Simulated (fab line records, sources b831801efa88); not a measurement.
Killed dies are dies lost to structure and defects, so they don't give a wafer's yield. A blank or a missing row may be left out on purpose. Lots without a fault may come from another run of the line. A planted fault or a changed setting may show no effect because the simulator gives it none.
Chamber matching | flow sfq_line | SFQ_TRILAYER_I7_VIA_ETCH_VIA_ETCH_190 on rie_diel-04: 4 sister chambers
The step etches SiO2 in CHF3, stops on Nb, target depth 260 nm. 14 wafers are shown with their chamber, then 7 later ones without.

WAFERS WITH THEIR CHAMBER
wafer  | chamber | drypump_motor_current_A (A) | oes_product_au (a.u.) | bias_w (W)
L280.1 | 1       | 6.0                         | 0.853                 | 79.95
L280.2 | 0       | 5.8                         | 0.865                 | 79.86
L280.3 | 3       | 5.4                         | 0.867                 | 80.41
L282.1 | 3       | 5.4                         | 0.866                 | 80.43
L282.2 | 1       | 6.0                         | 0.847                 | 79.85
L282.4 | 2       | 5.2                         | 0.856                 | 80.53
L283.1 | 0       | 5.8                         | 0.861                 | 79.79
L283.3 | 2       | 5.2                         | 0.850                 | 80.02
L283.6 | 2       | 5.2                         | 0.868                 | 80.10
L290.2 | 1       | 5.9                         | 0.851                 | 80.11
L290.3 | 0       | 5.8                         | 0.850                 | 80.25
L290.6 | 0       | 5.8                         | 0.841                 | 80.32
L292.2 | 2       | 5.2                         | 0.853                 | 79.84
L292.3 | 1       | 5.9                         | 0.845                 | 79.90

SIGNATURES (means of the wafers above)
reading                 | chamber 0 | chamber 1 | chamber 2 | chamber 3 | scatter within a chamber
drypump_motor_current_A | 5.800     | 5.950     | 5.200     | 5.400     | 0.0316
oes_product_au          | 0.85425   | 0.84900   | 0.85675   | 0.86650   | 0.00763
bias_w                  | 80.0550   | 79.9525   | 80.1225   | 80.4200   | 0.226
Rule: a wafer's distance from a chamber is the root of the sum, over the readings, of the square of ((its reading less the chamber's mean) divided by the reading's scatter). The wafer belongs to the nearest chamber; if the next one is less than 2 further off, it can't be placed. The scatter: the root of (the sum of the squares of (reading less its chamber's mean) over the shown wafers, divided by (wafers less chambers)).

WAFERS WITHOUT THEIR CHAMBER
wafer  | drypump_motor_current_A (A) | oes_product_au (a.u.) | bias_w (W)
L292.4 | 5.4                         | 0.856                 | 79.99
L297.2 | 5.9                         | 0.851                 | 80.25
L297.4 | 5.4                         | 0.859                 | 80.35
L297.6 | 6.0                         | 0.852                 | 80.11
L303.2 | 5.9                         | 0.859                 | 79.89
L303.3 | 5.4                         | 0.851                 | 80.34
L303.6 | 5.4                         | 0.851                 | 79.93

WHICH CHAMBER EACH WENT THROUGH
wafer  | from the rows above     | in truth
L292.4 | 3                       | 3
L297.2 | can't be placed: 1 or 0 | 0
L297.4 | 3                       | 3
L297.6 | 1                       | 1
L303.2 | can't be placed: 1 or 0 | 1
L303.3 | 3                       | 3
L303.6 | 3                       | 3
Placed correctly: 5 of 7. Can't be placed from these rows: 2 (the true chamber is among the candidates in 2). Placed wrongly: 0.
